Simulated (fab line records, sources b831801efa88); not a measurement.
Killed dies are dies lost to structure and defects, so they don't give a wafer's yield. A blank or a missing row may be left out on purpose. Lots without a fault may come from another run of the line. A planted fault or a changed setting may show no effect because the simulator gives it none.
Split-lot experiment | flow sfq_line | 5 lots, 23 wafers read, on a route of 325 steps

THE SPLIT
At SFQ_TRILAYER_R5_LITHO_COAT_141 (resist thk 62 nm), the setting spin_rpm was moved away from the recipe's 3000 rpm on 8 of the 23 wafers read, by +1.9% to +7.4%. The other wafers ran this setting at the recipe's value.

The reading is taken at the split's own step.

THE READING
BARC_of_TRILAYER_R5_LITHO_COAT_141.thk_nm (the simulator's own value, which no gauge read), in nm, at SFQ_TRILAYER_R5_LITHO_COAT_141 (resist thk 62 nm). The file gives no usual value for it. The 15 wafers here that ran the recipe average 62.00 nm, standard deviation 0.18 nm.

wafer  | tool, chamber at the split | spin_rpm as run, rpm | against the recipe | BARC_of_TRILAYER_R5_LITHO_COAT_141.thk_nm, nm | against lot-mates on the recipe
L074.2 | litho_track-04, 0          | 3223                 | +7.4%              | 59.89                                         | -2.30
L074.3 | litho_track-04, 0          | 3223                 | +7.4%              | 60.04                                         | -2.16
L074.4 | litho_track-04, 0          | 3000                 | recipe             | 62.2                                          | -
L074.5 | litho_track-04, 0          | 3000                 | recipe             | 62.19                                         | -
L074.6 | litho_track-04, 0          | 3223                 | +7.4%              | 59.64                                         | -2.55
L076.1 | litho_track-02, 0          | 3000                 | recipe             | 61.96                                         | -
L076.2 | litho_track-02, 0          | 3000                 | recipe             | 62.25                                         | -
L076.3 | litho_track-02, 0          | 3000                 | recipe             | 62.2                                          | -
L076.5 | litho_track-02, 0          | 3000                 | recipe             | 62.14                                         | -
L076.6 | litho_track-02, 0          | 3000                 | recipe             | 61.95                                         | -
L077.4 | litho_track-01, 0          | 3000                 | recipe             | 61.76                                         | -
L077.5 | litho_track-01, 0          | 3000                 | recipe             | 61.87                                         | -
L077.6 | litho_track-01, 0          | 3000                 | recipe             | 61.7                                          | -
L078.1 | litho_track-02, 0          | 3186                 | +6.2%              | 60.01                                         | -1.82
L078.2 | litho_track-02, 0          | 3186                 | +6.2%              | 59.94                                         | -1.89
L078.3 | litho_track-02, 0          | 3000                 | recipe             | 61.96                                         | -
L078.5 | litho_track-02, 0          | 3000                 | recipe             | 61.69                                         | -
L078.6 | litho_track-02, 0          | 3186                 | +6.2%              | 59.91                                         | -1.92
L079.1 | litho_track-01, 0          | 3058                 | +1.9%              | 61.4                                          | -0.65
L079.2 | litho_track-01, 0          | 3000                 | recipe             | 61.97                                         | -
L079.3 | litho_track-01, 0          | 3000                 | recipe             | 62.09                                         | -
L079.4 | litho_track-01, 0          | 3000                 | recipe             | 62.09                                         | -
L079.5 | litho_track-01, 0          | 3058                 | +1.9%              | 61.31                                         | -0.74

THE FIT
A straight line over all 23 wafers: BARC_of_TRILAYER_R5_LITHO_COAT_141.thk_nm changes by -0.305 nm for each +1% of spin_rpm; r = -0.98; the points scatter about the line by 0.18 nm.
The same after taking each lot's own level away (the mean of its wafers on the recipe; 23 wafers): -0.31 nm for each +1%; r = -0.99; scatter 0.11 nm.
On that fit, the largest move of spin_rpm shifts the reading by 2.3 nm.
The lots' own levels span 61.777 to 62.195 nm, that is 2.3 times the standard deviation above.
So the lot-to-lot level changes the slope little: the two slopes agree.
Check: with one of the wafers moved furthest among these (+7.4%) left out of the fit, the line predicts -2.31 nm for it against its lot-mates. It came out at -2.3 nm against them.

OTHER SPLITS ON THESE WAFERS
These wafers also went through other splits before the reading. Each is held against what the fit with the lots' levels taken away leaves over:
other split on the same wafers                    | wafers away from the commonest value | r with BARC_of_TRILAYER_R5_LITHO_COAT_141.thk_nm (lot level and that fit taken away)
SFQ_TRILAYER_M4_LITHO_COAT_098 spin_rpm           | 4                                    | +0.00
SFQ_TRILAYER_M4_LITHO_COAT_093 spin_rpm           | 2                                    | +0.13
SFQ_TRILAYER_I4_VIA_LITHO_COAT_103 spin_rpm       | 7                                    | +0.11
SFQ_TRILAYER_I4_VIA_BARC_OPEN_VIA_ETCH_146 time_s | 9                                    | +0.11
SFQ_TRILAYER_JJ_TRILAYER_DEP_SPUTTER_110 time_s   | 5                                    | -0.07
SFQ_TRILAYER_JJ_CE_LITHO_EXPOSE_115 dose_mj       | 11                                   | +0.45
SFQ_TRILAYER_JJ_CE_LITHO_PEB_117 peb_time_s       | 9                                    | +0.17
SFQ_TRILAYER_M5_LITHO_COAT_128 spin_rpm           | 4                                    | +0.22
SFQ_TRILAYER_A5B_DEP_PECVD_129 rf_w               | 11                                   | +0.27

THE FILE'S OWN FIT
BARC_of_TRILAYER_R5_LITHO_COAT_141.thk_nm changes by -0.311 nm for each +1% of spin_rpm, r = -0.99.
